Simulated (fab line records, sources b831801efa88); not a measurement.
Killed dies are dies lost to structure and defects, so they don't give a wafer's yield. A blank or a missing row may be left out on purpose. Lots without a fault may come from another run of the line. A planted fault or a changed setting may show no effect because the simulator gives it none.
Which tool did it? | flow sfq_line | 14 lots, 42 wafers sampled, at 2 steps of a route of 325

WHAT THE GAUGES READ, wafer by wafer
SFQ_I7_BOW_MEAS_946. Usual: I7_BOW 7 um, standard deviation 12.
lot  | measured     | on            | I7_BOW (um)   | flag
L676 | day 76 19:19 | film_metro-01 | 33 25 32      |
L679 | day 77 11:17 | film_metro-01 | 21 8 30       |
L680 | day 77 13:30 | film_metro-02 | 14 8 13       |
L681 | day 77 19:30 | film_metro-03 | 10 5 9        |
L682 | day 77 23:54 | film_metro-03 | 13 26 2       |
L683 | day 78 08:44 | film_metro-01 | -8 12 -7      |
L684 | day 78 15:34 | film_metro-03 | 10 15 0       |
L685 | day 79 03:34 | film_metro-03 | 6 10 -1       |
L686 | day 80 05:48 | film_metro-01 | 2 3 -1        |
L687 | day 82 22:00 | film_metro-02 | -11 -7 -8     |
L688 | day 82 23:11 | film_metro-01 | 25 35 36      |
L692 | day 87 17:44 | film_metro-01 | 8 12 25       |
L695 | day 88 02:46 | film_metro-03 | 11 -5 8 - - - |
L697 | day 88 05:53 | film_metro-02 | 15 5 9 - - -  |

WHICH TOOL RAN EACH LOT (tool, then ch and the chambers of the sampled wafers, then the start)
lot  | SFQ_TRILAYER_I7_CMP_CMP_184
L676 | cmp-01 ch 0,1,3, day 76 16:18
L679 | cmp-01 ch 1,2,3, day 77 08:17
L680 | cmp-02 ch 1,3, day 77 11:00
L681 | cmp-02 ch 0,2,3, day 77 16:30
L682 | cmp-01 ch 1,2, day 77 21:23
L683 | cmp-01 ch 1,3, day 78 05:43
L684 | cmp-01 ch 0,2, day 78 13:04
L685 | cmp-01 ch 0,2, day 79 01:04
L686 | cmp-02 ch 1,2,3, day 80 04:18
L687 | cmp-02 ch 0,3, day 82 19:00
L688 | cmp-01 ch 0,2, day 82 20:11
L692 | cmp-02 ch 1,2,3, day 87 15:43
L695 | cmp-02 ch 1,2,3, day 88 00:43
L697 | cmp-02 ch 0,2,3, day 88 02:53
- SFQ_TRILAYER_I7_CMP_CMP_184: polishes SiO2.

WHAT THE TOOLS THEMSELVES READ (means of the sampled wafers that have a number; where no wafer has one, the mark that the record gives instead)
SFQ_TRILAYER_I7_CMP_CMP_184. Usual: motor_current_A 10.5 A, standard deviation 1.2; platen_rpm 60.00 rpm, standard deviation 0.044; time_to_endpoint_s 222 s, standard deviation 8.7.
lot  | tool   | motor_current_A (A) | platen_rpm (rpm) | time_to_endpoint_s (s) | flag
L676 | cmp-01 | 11.0                | 60.00            | 224                    |
L679 | cmp-01 | 10.7                | 60.05            | 231                    |
L680 | cmp-02 | 10.2                | 59.98            | 223                    |
L681 | cmp-02 | 9.5                 | 59.97            | 225                    |
L682 | cmp-01 | 10.4                | 60.04            | 219                    |
L683 | cmp-01 | 10.5                | 59.97            | 224                    |
L684 | cmp-01 | 11.6                | 60.00            | 218                    |
L685 | cmp-01 | 11.1                | 59.98            | 223                    |
L686 | cmp-02 | 10.2                | 60.02            | 212                    |
L687 | cmp-02 | 10.3                | 60.00            | 221                    |
L688 | cmp-01 | 11.4                | 60.02            | 217                    |
L692 | cmp-02 | 9.9                 | 59.98            | 216                    |
L695 | cmp-02 | 9.8                 | 59.98            | 241                    |
L697 | cmp-02 | 10.0                | 59.97            | 244                    |

THE ANSWER, worked out from the rows above alone
Rule: a lot is off if the mean of its wafers that have a number lies more than 3 standard deviations from the usual mean. A lot without any number at a reading at which 4 lots or more have one is off too. The other lots that the step has rows for count as sound. The gauges are gone through in route order, then the tools' own readings, and for those a lot's mean is taken as printed above. The first step at which some lot is off is used, and at that step the reading that is off furthest; a lot without a number counts as furthest.
No lot is off at any reading shown: from this, nothing can be told.

WHAT THE SIMULATOR HAD PUT IN
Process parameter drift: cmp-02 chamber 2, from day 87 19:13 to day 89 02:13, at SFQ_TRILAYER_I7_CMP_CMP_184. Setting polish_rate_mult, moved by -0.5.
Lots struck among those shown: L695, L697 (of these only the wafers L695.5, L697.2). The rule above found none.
